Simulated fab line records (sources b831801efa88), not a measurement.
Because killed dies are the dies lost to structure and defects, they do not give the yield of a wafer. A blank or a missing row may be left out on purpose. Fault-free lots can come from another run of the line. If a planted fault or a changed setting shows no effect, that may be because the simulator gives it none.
Which tool is to blame? ; flow sky130 ; 36 wafers from 12 lots sampled at 2 of the route's 708 steps

WHAT EACH GAUGE READ, for each wafer
SKY_LDD_HVP_OVL_MEAS_07.
lot;measured;on;LDD_HVP_OVL (nm)
L295;day 21 11:56;overlay-01;1.0 0.4 0.7
L297;day 22 06:33;overlay-02;-3.1 -2.6 -3.4
L298;day 22 15:57;overlay-01;2.0 2.5 -0.1
L300;day 23 08:20;overlay-02;-2.2 -1.1 -0.9
L302;day 24 03:43;overlay-01;2.2 2.6 0.7
L303;day 24 22:06;overlay-02;- - -
L306;day 25 10:40;overlay-01;- - -
L314;day 28 13:26;overlay-02;0.8 -0.5 0.3
L315;day 28 21:02;overlay-02;0.4 1.3 0.6
L316;day 28 21:38;overlay-02;-2.3 -1.7 -0.6
L317;day 29 05:05;overlay-01;2.9 0.6 0.9
L318;day 29 09:53;overlay-01;-1.5 -2.6 0.6

TOOL THAT RAN EACH LOT (tool first, then ch and the chambers of the sampled wafers, then the start)
lot;SKY_LDD_HVP_COAT_02
L295;litho track-01 ch 0, day 20 20:35
L297;litho track-02 ch 0, day 21 14:10
L298;litho track-02 ch 0, day 22 01:16
L300;litho track-02 ch 0, day 22 16:53
L302;litho track-02 ch 0, day 23 13:47
L303;litho track-02, day 24 06:10
L306;litho track-03, day 24 19:56
L314;litho track-03 ch 0, day 27 22:23
L315;litho track-02 ch 0, day 28 06:35
L316;litho track-02 ch 0, day 28 07:10
L317;litho track-01 ch 0, day 28 15:20
L318;litho track-02 ch 0, day 28 20:07
- SKY_LDD_HVP_COAT_02: resist thk 300 nm.

AS READ BY THE TOOLS THEMSELVES (means over the sampled wafers that have a number; for cases with no such wafer, the mark the record gives instead)
SKY_LDD_HVP_COAT_02.
lot;tool;chill plate temp C (C);dispense pressure kPa (kPa)
L295;litho track-01;22.94;45.6
L297;litho track-02;23.03;50.9
L298;litho track-02;22.88;50.9
L300;litho track-02;22.82;50.9
L302;litho track-02;23.12;50.9
L303;litho track-02;-;-
L306;litho track-03;-;-
L314;litho track-03;22.98;51.6
L315;litho track-02;22.92;51.0
L316;litho track-02;23.12;50.9
L317;litho track-01;23.01;45.5
L318;litho track-02;23.11;50.9

THE ANSWER, worked out from the rows above alone
Rule: the usual values come from the lots themselves. Put in order of their means at a reading, lots are off if they are a third of the lots or fewer, leave a main group of 4 or more, and stand apart from it by a gap of 3 or more times the standard deviation of the main group's means; of several such gaps the widest counts. If all means in a main group match to the digits the tables above print for the reading, that group is not used. Also off: a lot with no number at a reading for which 4 or more lots have one. All remaining lots with rows at the step are treated as sound. After the gauges, taken in route order, come the tools' own readings; for these a lot's mean is taken, as printed above. At the first step where some lot is off, the reading lying furthest off is the one used; lots without a number count as furthest.
Off: at SKY_LDD_HVP_OVL_MEAS_07 (LDD_HVP_OVL), L303, L306. Without a number there: L303, L306. For the main group the mean is -0.1 nm and the standard deviation 1.5.
If a tool, at a process step before that reading, ran all the lots that are off and no sound lot after the first of them, it fits. The gauges at SKY_LDD_HVP_OVL_MEAS_07 aren't tried: what is off there is off at SKY_LDD_HVP_COAT_02 too, on other tools, and a gauge's error can't cause that. None of those tried fits.

WHAT HAD BEEN PUT IN BY THE SIMULATOR
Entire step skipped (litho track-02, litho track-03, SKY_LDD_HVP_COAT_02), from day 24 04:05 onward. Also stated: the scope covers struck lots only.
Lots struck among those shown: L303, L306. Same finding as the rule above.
